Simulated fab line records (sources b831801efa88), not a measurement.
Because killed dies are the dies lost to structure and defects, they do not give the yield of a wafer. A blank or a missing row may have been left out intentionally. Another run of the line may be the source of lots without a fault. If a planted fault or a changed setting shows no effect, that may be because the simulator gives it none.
The same fault as seen by 2 desks | flow sky130 | each desk has only its own numbers; what lay behind them comes last

== FROM THE METROLOGY DESK ==
What the gauges read for every lot (on any tool): the sampled wafers with a number, averaged. Any lot whose mean is over 4 standard deviations away from the usual mean is out of limits and marked OUT; that distance is given in the brackets.
Columns: A = cdNm at SKY_VIA2_CD_MEAS_12, usual 200.1 nm; B = CAPM_CVD_00_THK at SKY_CAPM_THK_MEAS_01, usual 15.42 nm
lot  | first seen here | A     | B
L335 | day 35 19:14    | 199.3 | 15.52
L336 | day 35 22:29    | 201.0 | 15.61
L339 | day 38 20:50    | 202.7 | 15.34
L343 | day 39 11:13    | 200.6 | 15.68
L344 | day 39 14:29    | 199.8 | 15.33
L346 | day 39 17:11    | 196.3 | 15.61
L350 | day 41 17:20    | 201.6 | 15.43
L352 | day 42 05:08    | 201.0 | 15.19
L354 | day 42 09:52    | 196.5 | 15.41
L355 | day 42 11:34    | 202.1 | 15.70
L357 | day 42 19:32    | 199.7 | 15.39
L358 | day 43 04:37    | 201.5 | 15.31
This desk's verdict: no lot among the 12 shows anything out of limits.

== FOR THE TOOL OWNER'S DESK: cmp-02 ==
The tool's own readings at SKY_VIA3_CMP_24 (polishes, stops on SiO2, t overpolish 20 s, target thk 0 nm): means of the sampled wafers that have a number, for each lot that ran on this tool. Any lot whose mean is over 4 standard deviations away from the usual mean is out of limits and marked OUT; that distance is given in the brackets.
Columns: A = motorCurrentA at SKY_VIA3_CMP_24, usual 11.0 A; B = overpolishRunS at SKY_VIA3_CMP_24, usual 20.001 s; C = timeToEndpointS at SKY_VIA3_CMP_24, usual 93 s
lot  | first seen here | A    | B                       | C
L336 | day 39 09:19    | 10.7 | 20.000                  | 92
L343 | day 42 15:36    | 11.0 | 20.002                  | 93
L344 | day 42 19:42    | 9.8  | 0.038 (-99 or more) OUT | 146 (+11) OUT
L346 | day 42 21:13    | 10.4 | 0.038 (-99 or more) OUT | 146 (+11) OUT
L358 | day 46 02:46    | 11.0 | 19.994                  | 95
Finding of this desk: L344, L346 out of limits; the first was L344 at day 42 19:42, on overpolishRunS at SKY_VIA3_CMP_24. L336, L343, L358 stayed within limits.

== ALL TOGETHER ==
The tool owner's desk had the chance to raise an alarm at day 42 19:42 on L344, L346.
Metrology desk: nothing out of limits seen.
The metrology desk has L344, L346 on record, within its limits.
The lots listed all ran SKY_VIA3_CMP_24 on cmp-02.

== WHAT WAS PUT IN BY THE SIMULATOR ==
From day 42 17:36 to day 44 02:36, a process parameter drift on cmp-02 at SKY_VIA3_CMP_24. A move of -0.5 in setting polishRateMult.
Shown lots that were struck: L344, L346.
How many hours passed from the start of the fault until each desk's first out-of-limits reading: the tool owner's desk, 2.
